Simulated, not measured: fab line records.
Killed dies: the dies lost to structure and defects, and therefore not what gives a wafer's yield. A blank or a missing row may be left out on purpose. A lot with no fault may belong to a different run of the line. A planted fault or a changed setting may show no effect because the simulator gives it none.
Which tool is to blame? | flow gf180mcu | Sampling: 6 lots, 18 wafers, 2 of 602 route steps

WHAT THE GAUGES SHOWED, per wafer
GF_MVPSD_OVL_MEAS_07.
lot  | measured     | on         | MVPSD_OVL (nm)
L634 | day 5 19:10  | overlay-02 | 1.2 0.0 2.3
L636 | day 6 09:16  | overlay-02 | -3.6 -2.2 -1.3
L641 | day 7 09:29  | overlay-01 | -0.8 -0.9 -0.2
L648 | day 8 23:34  | overlay-02 | 1.0 -1.5 1.1
L650 | day 9 14:19  | overlay-02 | -1.1 -0.7 -1.5
L653 | day 10 05:43 | overlay-01 | 3.1 3.9 4.1

EACH LOT AND THE TOOL THAT RAN IT (in order: tool; ch and the chambers of the sampled wafers; start)
lot  | GF_MVPSD_EXPOSE_04
L634 | iline stepper-01 ch 0, day 5 12:23
L636 | iline stepper-01 ch 0, day 6 02:26
L641 | iline stepper-02 ch 0, day 7 01:33
L648 | iline stepper-01 ch 0, day 8 15:31
L650 | iline stepper-01 ch 0, day 9 05:58
L653 | iline stepper-02 ch 0, day 9 20:50
- GF_MVPSD_EXPOSE_04: exposes mask MVPSD, target cd 1000 nm.

THE ANSWER, worked out from the rows above alone
Rule: the lots themselves supply what counts as usual. Put in order of their means at a reading, lots are off if they are a third of the lots or fewer, leave a main group of 4 or more, and stand apart from it by a gap of 3 or more times the standard deviation of the main group's means; of several such gaps the widest counts. The tables above print the reading to a certain number of digits; a main group whose means all agree to those digits is not used. A lot without any number at a reading at which 4 lots or more have one is off too. All remaining lots with rows at the step are treated as sound.
No lot is off on any of the readings shown, so nothing can be concluded from this.

WHAT WAS PUT IN BY THE SIMULATOR
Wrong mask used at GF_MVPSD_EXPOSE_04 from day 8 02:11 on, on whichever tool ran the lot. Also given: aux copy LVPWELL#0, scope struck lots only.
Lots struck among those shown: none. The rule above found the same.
